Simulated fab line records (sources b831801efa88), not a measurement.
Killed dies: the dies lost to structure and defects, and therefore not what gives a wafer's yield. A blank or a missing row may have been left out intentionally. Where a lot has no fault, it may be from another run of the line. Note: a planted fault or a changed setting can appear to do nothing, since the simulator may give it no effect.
Which tool was responsible? -- flow sfq-line -- Sampling: 11 lots, 33 wafers, 3 of 325 route steps

== WHAT THE GAUGES SHOWED, per wafer ==
SFQ_M0_RS_MEAS_904: measures by four-point-probe.
lot,measured,on,M0_NB_RS (ohm/sq)
L545,day 7 09:08,film-metro-03,0.849 0.859 0.845
L546,day 7 13:58,film-metro-01,0.874 0.875 0.874
L547,day 7 21:11,film-metro-02,0.875 0.878 0.880
L548,day 8 08:21,film-metro-02,0.857 0.858 0.860
L549,day 8 17:57,film-metro-02,0.858 0.853 0.858
L550,day 9 02:23,film-metro-02,0.861 0.875 0.859
L551,day 9 07:09,film-metro-02,0.859 0.863 0.858
L552,day 9 11:56,film-metro-02,0.874 0.861 0.866
L553,day 9 15:32,film-metro-03,0.861 0.856 0.876
L554,day 9 22:17,film-metro-02,0.860 0.870 0.873
L555,day 10 00:43,film-metro-02,0.866 0.868 0.875

== WHICH TOOL RAN EACH LOT (tool, then ch and the chambers of the sampled wafers, then the start) ==
lot,SFQ_TRILAYER_L0_BARC_OPEN_METAL_ETCH_010,SFQ_TRILAYER_L0_VIA_STRIP_STRIP_017
L545,"rie-metal-03 ch 0,1, day 4 04:58","rie-metal-01 ch 0,1, day 7 08:15"
L546,"rie-metal-02 ch 0,1, day 4 10:58","rie-metal-03 ch 0,1, day 7 13:03"
L547,"rie-metal-04 ch 0,1, day 4 16:59","rie-metal-01 ch 0,1, day 7 20:27"
L548,"rie-metal-04 ch 0,1, day 4 23:43","rie-metal-04 ch 0,1, day 8 07:26"
L549,"rie-metal-04 ch 0,1, day 5 09:19","rie-metal-04 ch 1, day 8 17:02"
L550,"rie-metal-02 ch 0,1, day 5 17:44","rie-metal-03 ch 0,1, day 9 01:38"
L551,"rie-metal-03 ch 0, day 5 22:32","rie-metal-04 ch 0,1, day 9 06:14"
L552,"rie-metal-04 ch 0,1, day 6 03:25","rie-metal-04 ch 0,1, day 9 11:02"
L553,"rie-metal-04 ch 0,1, day 6 06:55","rie-metal-01 ch 0,1, day 9 14:38"
L554,"rie-metal-03 ch 0, day 6 11:44","rie-metal-01 ch 0,1, day 9 21:20"
L555,"rie-metal-02 ch 0,1, day 6 15:20","rie-metal-01 ch 0,1, day 9 23:56"
- SFQ_TRILAYER_L0_BARC_OPEN_METAL_ETCH_010: etches BARC in O2, target depth 125 nm, time 41.7 s.
- SFQ_TRILAYER_L0_VIA_STRIP_STRIP_017: strips in O2.

== THE ANSWER, worked out from the rows above alone ==
Rule: usual is defined by the lots themselves. Put in order of their means at a reading, lots are off if they are a third of the lots or fewer, leave a main group of 4 or more, and stand apart from it by a gap of 3 or more times the standard deviation of the main group's means; of several such gaps the widest counts. A main group is skipped when, at the precision printed for the reading in the tables above, its means are all equal. Also off: a lot with no number at a reading for which 4 or more lots have one. Where the step has rows for the other lots, those lots are counted as sound.
Nothing can be told from this: no lot is off at any reading shown.

== WHAT HAD BEEN PUT IN BY THE SIMULATOR ==
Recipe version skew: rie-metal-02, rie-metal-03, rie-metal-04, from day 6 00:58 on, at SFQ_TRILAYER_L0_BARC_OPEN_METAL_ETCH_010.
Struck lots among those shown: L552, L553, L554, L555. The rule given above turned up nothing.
